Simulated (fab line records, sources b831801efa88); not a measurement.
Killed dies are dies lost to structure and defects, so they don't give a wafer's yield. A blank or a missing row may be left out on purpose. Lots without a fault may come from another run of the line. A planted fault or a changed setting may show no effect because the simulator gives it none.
Problem report in the 8D (eight disciplines) form, filled by code | flow gf180mcu | the parts of the form that need people (team, actions taken, sign-off) are left out

1. THE PROBLEM
SAB_CVD_00_THK at GF_SAB_THK_MEAS_01 reads a mean of 38.2 nm on 2 wafers of 2 lots; wafers without a fault read 49.6 nm with a standard deviation of 0.66. That is -17 standard deviations from the usual mean.
First seen on wafer L804.4, day 20 10:37, on film_metro-01. The record holds 42 wafers of 14 lots with a number at this step. Rule for "out", or "out of limits": more than 4 standard deviations from the usual mean. The other wafers with a number count as sound.

2. WHAT IT IS AND WHAT IT IS NOT
question                    | is                           | is not
which readings at this step | SAB_CVD_00_THK               | -
which lots                  | L804, L805                   | L787, L788, L789, L790, L791, L792, L793, L794, L795, L796, L802, L809
which wafers of those lots  | L804.4, L805.3               | L804.2, L804.6, L805.1, L805.6
read on which gauges        | film_metro-01, film_metro-04 | film_metro-03
when                        | from day 20 10:37            | up to then (35 sound wafers); but 5 sound wafers of L805, L809 came after

3. SUSPECTS, AND WHAT RULES EACH OUT
Counting: a tool at a process step up to the reading stays a suspect if it ran every lot that is out. Sound lots after the first of them don't rule it out here, since some wafers of a struck lot are sound.
- the gauge at GF_SAB_THK_MEAS_01: ruled out. The wafers that are out were read on 2 gauges (film_metro-01, film_metro-04).
- pecvd-04 at GF_SAB_CVD_00 (deposits SiO2 from TEOS, target thk 50 nm, time 4.9302 s): kept. It ran every lot that is out, first L804 (day 20 10:35); its last sound lot up to then is L802 (day 19 23:47).
- Within pecvd-04 at GF_SAB_CVD_00: the wafers that are out ran in chamber 0; their sound lot-mates ran in chambers 1, 2.
Left after counting: pecvd-04 at GF_SAB_CVD_00.

4. THE CAUSE (what the simulator had put in)
Process parameter drift: pecvd-04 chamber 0, from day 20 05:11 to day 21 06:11, at GF_SAB_CVD_00. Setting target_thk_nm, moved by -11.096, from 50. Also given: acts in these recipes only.
Counting left only this tool.

5. THE CHAIN OF EFFECTS, in route order
Each row: a reading whose mean over the struck wafers that have a number lies more than 3 standard deviations from the usual. Only readings for which the record gives a usual standard deviation are gone through. hours: the time from each lot's start at the first step in this table that gives one to its start at this step, as a median over the lots. sigmas: the change in usual standard deviations.
hours | step               | reading        | usual   | on struck wafers | change | sigmas
0     | GF_SAB_THK_MEAS_01 | SAB_CVD_00_THK | 49.6 nm | 38.2             | -11.4  | -17
Later measuring or inspecting steps at which every struck wafer that the step has a row for has a number for every such reading, and none has moved that far: GF_M1_OVL_MEAS_15.

6. WHAT WOULD HAVE CAUGHT IT SOONER
In this record the first reading out of limits at a measuring or inspecting step was taken at day 20 10:37, 5 hours after the fault began at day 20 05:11.
Of the tool readings at GF_SAB_CVD_00 for which the record gives a usual standard deviation, none was out on any struck wafer, so an alarm limit of 4 standard deviations on them would not have fired.
Of the lots that are out (2), L805 began GF_SAB_CVD_00 on pecvd-04 after day 20 10:37. A hold on the tool at that time would have spared it.
